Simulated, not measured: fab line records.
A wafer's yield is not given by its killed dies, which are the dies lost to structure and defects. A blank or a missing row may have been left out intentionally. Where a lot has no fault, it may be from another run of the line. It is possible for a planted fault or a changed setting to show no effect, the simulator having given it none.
The tool behind it: which one? + flow gf180mcu + 21 wafers from 7 lots sampled at 2 of the route's 602 steps

WHAT THE GAUGES READ, wafer by wafer
GF_NSD_OVL_MEAS_08.
| lot  | measured     | on         | NSD_OVL (nm)   |
|------|--------------|------------|----------------|
| L148 | day 13 23:15 | overlay-02 | -0.7 2.3 -0.5  |
| L151 | day 14 13:30 | overlay-02 | -1.9 -2.3 -2.6 |
| L153 | day 15 00:46 | overlay-02 | -0.1 -2.2 -0.3 |
| L158 | day 16 15:07 | overlay-02 | -2.0 -1.6 -2.0 |
| L162 | day 18 06:17 | overlay-01 | -0.1 -1.6 -1.1 |
| L168 | day 21 06:16 | overlay-01 | 1.1 0.4 -0.5   |
| L171 | day 21 20:01 | overlay-01 | -1.1 -0.6 -2.7 |

WHAT TOOL EACH LOT RAN ON (gives the tool, then ch and the chambers of the sampled wafers, and finally the start)
| lot  | GF_POLY_GATE_ETCH_13             |
|------|----------------------------------|
| L148 | rie_si-02 ch 1,2,3, day 9 16:01  |
| L151 | rie_si-02 ch 0,1,2, day 10 06:14 |
| L153 | rie_si-02 ch 2,3, day 10 14:58   |
| L158 | rie_si-02 ch 1,2, day 11 23:22   |
| L162 | rie_si-01 ch 0,1,3, day 13 11:07 |
| L168 | rie_si-01 ch 0,2,3, day 15 23:59 |
| L171 | rie_si-01 ch 1,2,3, day 16 16:46 |
- GF_POLY_GATE_ETCH_13: etches poly-Si in HBr/Cl2, stops on SiO2, target depth 198.5 nm, time 69.6 s.

THE ANSWER, worked out from the rows above alone
Rule: the lots themselves supply what counts as usual. Put in order of their means at a reading, lots are off if they are a third of the lots or fewer, leave a main group of 4 or more, and stand apart from it by a gap of 3 or more times the standard deviation of the main group's means; of several such gaps the widest counts. If all means in a main group match to the digits the tables above print for the reading, that group is not used. A lot without any number at a reading at which 4 lots or more have one is off too. Any other lot the step has rows for is counted as sound.
Nothing can be told from this: no lot is off at any reading shown.

WHAT THE SIMULATOR HAD PUT IN
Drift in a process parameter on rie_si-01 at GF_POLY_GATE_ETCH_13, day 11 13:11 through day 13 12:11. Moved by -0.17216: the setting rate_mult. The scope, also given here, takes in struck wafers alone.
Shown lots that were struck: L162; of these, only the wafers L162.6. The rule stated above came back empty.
